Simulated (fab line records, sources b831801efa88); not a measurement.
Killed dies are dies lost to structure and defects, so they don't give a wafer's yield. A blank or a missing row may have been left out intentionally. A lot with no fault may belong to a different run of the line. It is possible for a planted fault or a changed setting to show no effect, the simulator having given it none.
Which tool is to blame?	flow sky130	45 wafers from 15 lots sampled at 3 of the route's 708 steps

== WHAT EACH GAUGE READ, for each wafer ==
SKY_CAPM_OVL_MEAS_12. Usual: CAPM_OVL 0.4 nm, standard deviation 1.6.
lot	measured	on	CAPM_OVL (nm)	flag
L967	day 38 04:43	overlay-01	-2.4 -1.6 1.0	
L971	day 39 11:25	overlay-02	1.3 -1.0 0.4	
L970	day 39 15:28	overlay-01	-1.0 -0.9 -2.2	
L972	day 39 23:49	overlay-02	2.2 2.2 1.6	
L973	day 40 09:40	overlay-01	1.0 2.0 -1.5	
L976	day 40 21:58	overlay-01	1.5 2.6 3.7	
L978	day 41 21:31	overlay-02	- - -	OFF
L979	day 41 23:31	overlay-02	- - -	OFF
L980	day 42 06:04	overlay-01	- - -	OFF
L981	day 42 14:22	overlay-01	-2.2 -0.8 -2.4	
L984	day 43 07:34	overlay-01	1.7 0.6 -0.2	
L985	day 43 18:34	overlay-01	1.2 1.8 0.2	
L986	day 43 21:52	overlay-01	2.4 3.2 0.7	
L988	day 44 00:19	overlay-02	-0.1 -0.6 0.3	
L987	day 44 02:13	overlay-02	-2.4 -2.8 -2.8	

== WHAT TOOL EACH LOT RAN ON (gives the tool, then ch and the chambers of the sampled wafers, and finally the start) ==
lot	SKY_VIA2_STRIP_16	SKY_CAPM_EXPOSE_09
L967	plasma_asher-03 ch 0,1, day 37 01:15	iline_stepper-01 ch 0, day 37 16:11
L971	plasma_asher-02 ch 0,1, day 38 08:37	iline_stepper-02 ch 0, day 38 22:48
L970	plasma_asher-03 ch 0,1, day 38 12:49	iline_stepper-02 ch 0, day 39 02:34
L972	plasma_asher-04 ch 0,1, day 38 21:25	iline_stepper-01 ch 0, day 39 12:20
L973	plasma_asher-03 ch 1, day 39 07:03	iline_stepper-02 ch 0, day 39 21:00
L976	plasma_asher-03 ch 0,1, day 39 19:45	iline_stepper-02 ch 0, day 40 10:21
L978	plasma_asher-02 ch 0,1, day 40 19:57	iline_stepper-01, day 41 09:42
L979	plasma_asher-02 ch 0,1, day 40 21:16	iline_stepper-02, day 41 11:56
L980	plasma_asher-03 ch 0,1, day 41 04:16	iline_stepper-02, day 41 18:55
L981	plasma_asher-03 ch 0,1, day 41 13:42	iline_stepper-01 ch 0, day 42 03:06
L984	plasma_asher-04 ch 0,1, day 42 07:27	iline_stepper-02 ch 0, day 42 21:00
L985	plasma_asher-04 ch 0,1, day 42 18:29	iline_stepper-01 ch 0, day 43 07:13
L986	plasma_asher-02 ch 0,1, day 42 22:09	iline_stepper-01 ch 0, day 43 11:27
L988	plasma_asher-04 ch 0,1, day 42 23:55	iline_stepper-01 ch 0, day 43 13:32
L987	plasma_asher-03 ch 0,1, day 43 02:10	iline_stepper-02 ch 0, day 43 15:39
- SKY_VIA2_STRIP_16: strips in O2/N2.
- SKY_CAPM_EXPOSE_09: exposes mask CAPM, target cd 1000 nm.

== AS READ BY THE TOOLS THEMSELVES (means over the sampled wafers that have a number; for cases with no such wafer, the mark the record gives instead) ==
SKY_VIA2_STRIP_16. Usual: drypump_motor_current_A 5.5 A, standard deviation 0.32; oes_product_au 0.399 a.u., standard deviation 0.0051; strip_time_to_endpoint_s 4.048 s, standard deviation 0.024.
lot	tool	drypump_motor_current_A (A)	oes_product_au (a.u.)	strip_time_to_endpoint_s (s)	flag
L967	plasma_asher-03	5.5	0.399	4.078	
L971	plasma_asher-02	5.2	0.396	4.043	
L970	plasma_asher-03	5.5	0.402	4.063	
L972	plasma_asher-04	5.8	0.401	4.061	
L973	plasma_asher-03	5.3	0.399	4.056	
L976	plasma_asher-03	5.4	0.401	3.997	
L978	plasma_asher-02	5.2	0.394	4.040	
L979	plasma_asher-02	5.2	0.396	4.013	
L980	plasma_asher-03	5.4	0.399	4.079	
L981	plasma_asher-03	5.5	0.403	4.058	
L984	plasma_asher-04	5.8	0.397	4.022	
L985	plasma_asher-04	6.0	0.400	4.034	
L986	plasma_asher-02	5.2	0.391	4.036	
L988	plasma_asher-04	5.9	0.401	4.044	
L987	plasma_asher-03	5.4	0.399	4.066	

SKY_CAPM_EXPOSE_09. Usual: exposure_dose_mJ_cm2 159.01, standard deviation 0.16; focus_offset_nm 0.0 nm, standard deviation 0.52; reticle_temp_C 22.98 C, standard deviation 0.096.
lot	tool	exposure_dose_mJ_cm2	focus_offset_nm (nm)	reticle_temp_C (C)	flag
L967	iline_stepper-01	159.14	-0.2	23.02	
L971	iline_stepper-02	158.99	-0.6	22.95	
L970	iline_stepper-02	159.34	0.1	22.98	
L972	iline_stepper-01	159.06	-0.3	22.92	
L973	iline_stepper-02	159.08	0.1	22.98	
L976	iline_stepper-02	159.04	0.3	22.90	
L978	iline_stepper-01	-	-	-	OFF
L979	iline_stepper-02	-	-	-	OFF
L980	iline_stepper-02	-	-	-	OFF
L981	iline_stepper-01	158.94	0.9	22.96	
L984	iline_stepper-02	158.78	0.6	22.98	
L985	iline_stepper-01	159.09	-0.4	23.00	
L986	iline_stepper-01	158.98	-0.7	23.03	
L988	iline_stepper-01	159.02	-0.1	22.95	
L987	iline_stepper-02	158.95	0.3	22.95	

== THE ANSWER, worked out from the rows above alone ==
Rule: a lot is off if the mean of its wafers that have a number lies more than 3 standard deviations from the usual mean. A lot without any number at a reading at which 4 lots or more have one is off too. Where the step has rows for the other lots, those lots are counted as sound. After the gauges, taken in route order, come the tools' own readings; for these a lot's mean is taken, as printed above. At the first step where some lot is off, the reading lying furthest off is the one used; lots without a number count as furthest.
Off: L978, L979, L980, seen at SKY_CAPM_OVL_MEAS_12 (CAPM_OVL). Without a number there: L978, L979, L980.
A tool fits if, at a process step before that reading, it ran every lot that is off, and no sound lot after the first of them. The gauges at SKY_CAPM_OVL_MEAS_12 aren't tried: what is off there is off at SKY_CAPM_EXPOSE_09 too, on other tools, and a gauge's error can't cause that. None of those tried fits.

== WHAT THE SIMULATOR HAD PUT IN ==
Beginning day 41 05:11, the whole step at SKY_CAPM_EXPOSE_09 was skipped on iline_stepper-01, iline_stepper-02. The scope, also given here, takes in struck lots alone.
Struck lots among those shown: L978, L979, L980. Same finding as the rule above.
